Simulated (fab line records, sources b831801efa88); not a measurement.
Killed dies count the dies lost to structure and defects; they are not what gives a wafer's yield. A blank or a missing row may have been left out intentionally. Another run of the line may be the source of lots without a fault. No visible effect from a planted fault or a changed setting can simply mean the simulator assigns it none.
Which tool was responsible?    flow sky130    12 lots, 36 wafers sampled, at 5 steps of a route of 708

## WHAT THE GAUGES SHOWED, per wafer
SKY_VT_ADJUST_HVTR_CD_MEAS_07 targets a cd of 380 nm.
lot   measured      on         cd-nm (nm)
L371  day 9 07:00   cd-sem-02  380.3 376.6 378.0
L373  day 10 01:07  cd-sem-02  379.6 381.7 379.1
L374  day 10 08:44  cd-sem-02  374.8 375.9 376.0
L376  day 10 21:40  cd-sem-01  379.0 379.1 379.6
L377  day 11 09:04  cd-sem-02  378.6 377.8 376.8
L378  day 11 13:07  cd-sem-02  376.9 376.9 377.5
L383  day 13 03:09  cd-sem-02  379.5 381.6 380.4
L387  day 14 11:08  cd-sem-02  380.2 380.1 379.7
L388  day 14 14:49  cd-sem-01  380.2 379.4 379.4
L389  day 14 21:01  cd-sem-01  382.5 381.5 382.8
L391  day 15 14:32  cd-sem-01  377.6 381.7 378.5
L392  day 15 22:07  cd-sem-02  379.7 377.7 379.4

SKY_VT_ADJUST_PCH_OVL_MEAS_07.
lot   measured      on          VT_ADJUST_PCH_OVL (nm)
L371  day 10 05:26  overlay-01  -2.9 -2.0 -1.7
L373  day 11 00:05  overlay-02  0.4 2.9 -1.0
L374  day 11 07:40  overlay-01  1.5 0.7 2.4
L376  day 11 20:56  overlay-02  -0.3 -0.7 -1.3
L377  day 12 08:53  overlay-02  1.5 3.0 1.1
L378  day 12 14:08  overlay-02  -0.4 -0.2 -0.1
L383  day 14 04:43  overlay-01  0.1 1.0 -0.2
L387  day 15 13:56  overlay-01  1.1 -1.2 0.9
L388  day 15 17:49  overlay-01  -1.4 -0.5 -1.5
L389  day 16 00:13  overlay-02  0.0 1.1 -0.1
L391  day 16 19:08  overlay-01  -0.3 -0.9 0.5
L392  day 17 02:25  overlay-02  -1.1 -0.2 -0.7

SKY_SONOS_TUNNEL_CD_MEAS_07 targets a cd of 410 nm.
lot   measured      on         cd-nm (nm)
L371  day 11 04:35  cd-sem-02  408.1 409.0 406.7
L373  day 12 00:13  cd-sem-01  406.7 409.1 410.2
L374  day 12 07:29  cd-sem-01  411.4 411.4 411.6
L376  day 12 21:25  cd-sem-01  407.4 408.5 407.4
L377  day 13 09:40  cd-sem-01  412.2 411.8 412.1
L378  day 13 14:52  cd-sem-01  411.1 410.0 408.4
L383  day 15 07:32  cd-sem-02  412.5 411.3 410.6
L387  day 16 18:41  cd-sem-01  335.1 332.7 333.0
L388  day 16 21:55  cd-sem-01  336.5 335.0 333.1
L389  day 17 05:01  cd-sem-02  410.8 409.8 408.0
L391  day 18 00:35  cd-sem-01  362.9 364.9 365.0
L392  day 18 08:34  cd-sem-02  361.5 362.4 364.1

## WHICH TOOL RAN EACH LOT (tool, then ch and the chambers of the sampled wafers, then the start)
lot   SKY_VT_ADJUST_HVTR_STRIP_10           SKY_SONOS_TUNNEL_EXPOSE_04
L371  plasma-asher-01 ch 0,1, day 9 07:17   iline-stepper-02 ch 0, day 10 17:43
L373  plasma-asher-01 ch 0,1, day 10 01:26  iline-stepper-01 ch 0, day 11 12:29
L374  plasma-asher-02 ch 0,1, day 10 09:02  iline-stepper-02 ch 0, day 11 20:04
L376  plasma-asher-01 ch 0,1, day 10 21:59  iline-stepper-02 ch 0, day 12 08:47
L377  plasma-asher-01 ch 0,1, day 11 09:23  iline-stepper-01 ch 0, day 12 21:57
L378  plasma-asher-02 ch 0,1, day 11 13:26  iline-stepper-01 ch 0, day 13 02:38
L383  plasma-asher-02 ch 0,1, day 13 03:26  iline-stepper-02 ch 0, day 14 18:37
L387  plasma-asher-01 ch 0,1, day 14 11:26  iline-stepper-02 ch 0, day 16 04:04
L388  plasma-asher-02 ch 0,1, day 14 15:08  iline-stepper-02 ch 0, day 16 08:04
L389  plasma-asher-02 ch 1, day 14 21:20    iline-stepper-01 ch 0, day 16 14:57
L391  plasma-asher-03 ch 0,1, day 15 14:50  iline-stepper-02 ch 0, day 17 10:04
L392  plasma-asher-03 ch 0,1, day 15 22:26  iline-stepper-02 ch 0, day 17 17:49
- SKY_VT_ADJUST_HVTR_STRIP_10: strips in O2/N2.
- SKY_SONOS_TUNNEL_EXPOSE_04: exposes mask TUNM, target cd 410 nm.

## AS READ BY THE TOOLS THEMSELVES (means over the sampled wafers that have a number; for cases with no such wafer, the mark the record gives instead)
SKY_VT_ADJUST_HVTR_STRIP_10.
lot   tool             drypump-motor-current-A (A)  oes-product-au (a.u.)  strip-time-to-endpoint-s (s)
L371  plasma-asher-01  6.26                         0.716                  14.22
L373  plasma-asher-01  6.26                         0.710                  14.17
L374  plasma-asher-02  6.27                         0.715                  14.20
L376  plasma-asher-01  6.26                         0.721                  14.16
L377  plasma-asher-01  6.25                         0.717                  14.19
L378  plasma-asher-02  6.27                         0.716                  14.16
L383  plasma-asher-02  6.48                         0.714                  14.12
L387  plasma-asher-01  6.14                         0.722                  14.21
L388  plasma-asher-02  6.28                         0.716                  14.18
L389  plasma-asher-02  6.06                         0.717                  14.17
L391  plasma-asher-03  6.24                         0.709                  14.19
L392  plasma-asher-03  6.25                         0.717                  14.23

SKY_SONOS_TUNNEL_EXPOSE_04.
lot   tool              exposure-dose-mJ-cm2  stage-vel-mm-s (mm/s)
L371  iline-stepper-02  135.98                499.76
L373  iline-stepper-01  135.90                500.11
L374  iline-stepper-02  135.71                500.14
L376  iline-stepper-02  136.02                499.91
L377  iline-stepper-01  135.98                499.72
L378  iline-stepper-01  136.14                500.18
L383  iline-stepper-02  135.80                499.94
L387  iline-stepper-02  104.46                499.97
L388  iline-stepper-02  104.27                500.14
L389  iline-stepper-01  135.93                499.96
L391  iline-stepper-02  115.48                499.88
L392  iline-stepper-02  115.53                500.11

## THE ANSWER, worked out from the rows above alone
Rule: usual is defined by the lots themselves. Put in order of their means at a reading, lots are off if they are a third of the lots or fewer, leave a main group of 4 or more, and stand apart from it by a gap of 3 or more times the standard deviation of the main group's means; of several such gaps the widest counts. Not used: any main group whose means are identical at the precision the tables above print for the reading. Also off: a lot with no number at a reading for which 4 or more lots have one. The other lots that the step has rows for count as sound. First the gauges in route order, then the tools' own readings, where a lot's mean is used as printed above. At the first step where some lot is off, the reading lying furthest off is the one used; lots without a number count as furthest.
Off: L387, L388, L391, L392 (SKY_SONOS_TUNNEL_CD_MEAS_07, cd-nm). For the main group the mean is 409.8 nm and the standard deviation 1.6.
A tool fits if, at a process step before that reading, it ran every lot that is off, and no sound lot after the first of them. The gauges at SKY_SONOS_TUNNEL_CD_MEAS_07 aren't tried: what is off there is off at SKY_SONOS_TUNNEL_EXPOSE_04 too, on other tools, and a gauge's error can't cause that. One fits: SKY_SONOS_TUNNEL_EXPOSE_04 on iline-stepper-02. Its last sound lot is L383 (day 14 18:37), its first lot that is off L387 (day 16 04:04): a fault that began between those two fits.
The tool's own readings at SKY_SONOS_TUNNEL_EXPOSE_04 bear it out: on the lots that are off they differ by more than 5 times the standard deviation of the sound lots' means. exposure-dose-mJ-cm2 reads 109.94 there against 135.93 on the sound lots.

## WHAT HAD BEEN PUT IN BY THE SIMULATOR
Process parameter drift: iline-stepper-02, from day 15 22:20 on, at SKY_SONOS_TUNNEL_EXPOSE_04. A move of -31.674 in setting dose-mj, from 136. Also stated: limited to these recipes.
Lots struck among those shown: L387, L388, L391, L392. The rule above found the same.
